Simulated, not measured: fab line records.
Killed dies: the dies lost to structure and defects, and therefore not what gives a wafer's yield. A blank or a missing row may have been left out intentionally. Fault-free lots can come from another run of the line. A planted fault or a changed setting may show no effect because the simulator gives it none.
Commonality check across tools | flow gf180mcu | Sample size 13 lots and 39 wafers

## REASON IT WAS OPENED
At GF_VT_IMPLANT_RS_MEAS_46 the reading MVSD_RS is flagged on 2 of 13 lots. No-fault wafers: 456.9 ohm/sq, standard deviation 1.2.
Rule: a lot is flagged in two cases, either no wafer of it has a number, or all its wafers with numbers fall more than 4 standard deviations from that mean. As for the other lots, they are considered sound.

lot  | measured     | on           | MVSD_RS (ohm/sq), wafer by wafer | flag
L604 | day 8 14:14  | filmMetro-04 | 458.2 458.0 457.6                | 
L607 | day 9 10:10  | filmMetro-01 | 456.6 458.4 456.8                | 
L608 | day 9 19:26  | filmMetro-02 | 456.2 455.5 456.2                | 
L609 | day 10 00:23 | filmMetro-01 | 458.0 456.7 457.7                | 
L610 | day 10 05:36 | filmMetro-01 | 456.8 457.4 456.6                | 
L611 | day 10 12:49 | filmMetro-02 | 456.4 458.1 458.2                | 
L612 | day 10 18:48 | filmMetro-02 | 455.8 456.5 455.3                | 
L616 | day 12 00:46 | filmMetro-04 | 457.7 457.6 458.3                | 
L617 | day 12 05:21 | filmMetro-01 | 456.7 457.6 455.6                | 
L618 | day 12 15:07 | filmMetro-02 | 499.4 498.8 499.6                | FLAGGED
L621 | day 13 11:10 | filmMetro-01 | 499.7 499.0 499.0                | FLAGGED
L622 | day 13 15:08 | filmMetro-01 | 457.1 458.3 458.5                | 
L623 | day 14 00:08 | filmMetro-02 | 456.3 456.4 454.6                | 
Average over the flagged lots: 499.2 ohm/sq; offset from the usual +42.4 ohm/sq, equal to +35 standard deviations.

## WHICH TOOL RAN EACH LOT
The record keeps 1 process step preceding the reading, out of 602 steps on the route. Cell contents, in order: the tool; ch with the chambers the sampled wafers went through; the start.
lot  | flag    | GF_MVSD_IMPLANT_09
L604 |         | implanter-02 ch 0, day 5 08:23
L607 |         | implanter-03 ch 0, day 6 02:05
L608 |         | implanter-02 ch 0, day 6 10:43
L609 |         | implanter-02 ch 0, day 6 13:38
L610 |         | implanter-03 ch 0, day 6 18:51
L611 |         | implanter-02 ch 0, day 7 00:34
L612 |         | implanter-02 ch 0, day 7 06:55
L616 |         | implanter-01 ch 0, day 8 07:16
L617 |         | implanter-03 ch 0, day 8 12:07
L618 | FLAGGED | implanter-03 ch 0, day 8 19:00
L621 | FLAGGED | implanter-03 ch 0, day 9 12:21
L622 |         | implanter-02 ch 0, day 9 17:02
L623 |         | implanter-02 ch 0, day 10 00:46
These steps, and what they do:
- GF_MVSD_IMPLANT_09
- GF_VT_IMPLANT_RS_MEAS_46: measures by four-point-probe.

## FLAGGED OVER TOTAL, TOOL BY TOOL (the gauges that took the reading come last)
step                     | tool         | lots run | flagged | share of the flagged lots | sound lots run after its first flagged lot
GF_MVSD_IMPLANT_09       | implanter-01 | 1        | 0       | none                      | -
GF_MVSD_IMPLANT_09       | implanter-02 | 7        | 0       | none                      | -
GF_MVSD_IMPLANT_09       | implanter-03 | 5        | 2       | all                       | 0
GF_VT_IMPLANT_RS_MEAS_46 | filmMetro-01 | 6        | 1       | some                      | 1 (L622)
GF_VT_IMPLANT_RS_MEAS_46 | filmMetro-02 | 5        | 1       | some                      | 1 (L623)
GF_VT_IMPLANT_RS_MEAS_46 | filmMetro-04 | 2        | 0       | none                      | -

## WHAT THE TABLE ALLOWS
1 row of the table ran every flagged lot: implanter-03 at GF_MVSD_IMPLANT_09.
- implanter-03 at GF_MVSD_IMPLANT_09: 2 of its 5 lots flagged. It ran its last sound lot, L617, at day 8 12:07 and its first flagged lot, L618, at day 8 19:00: a fault with its onset between the two fits. Its own readings lie more than 4 standard deviations out on every wafer of the flagged lots: doseIonsCm2, faradayCurrentUA.
implanter-03 at GF_MVSD_IMPLANT_09 is the single tool remaining.

## WHAT HAD BEEN PUT IN BY THE SIMULATOR
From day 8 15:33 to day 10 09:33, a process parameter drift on implanter-03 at GF_MVSD_IMPLANT_09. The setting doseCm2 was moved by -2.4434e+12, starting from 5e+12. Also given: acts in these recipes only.
Struck lots among those shown: L618, L621. This agrees with what the rule above found.
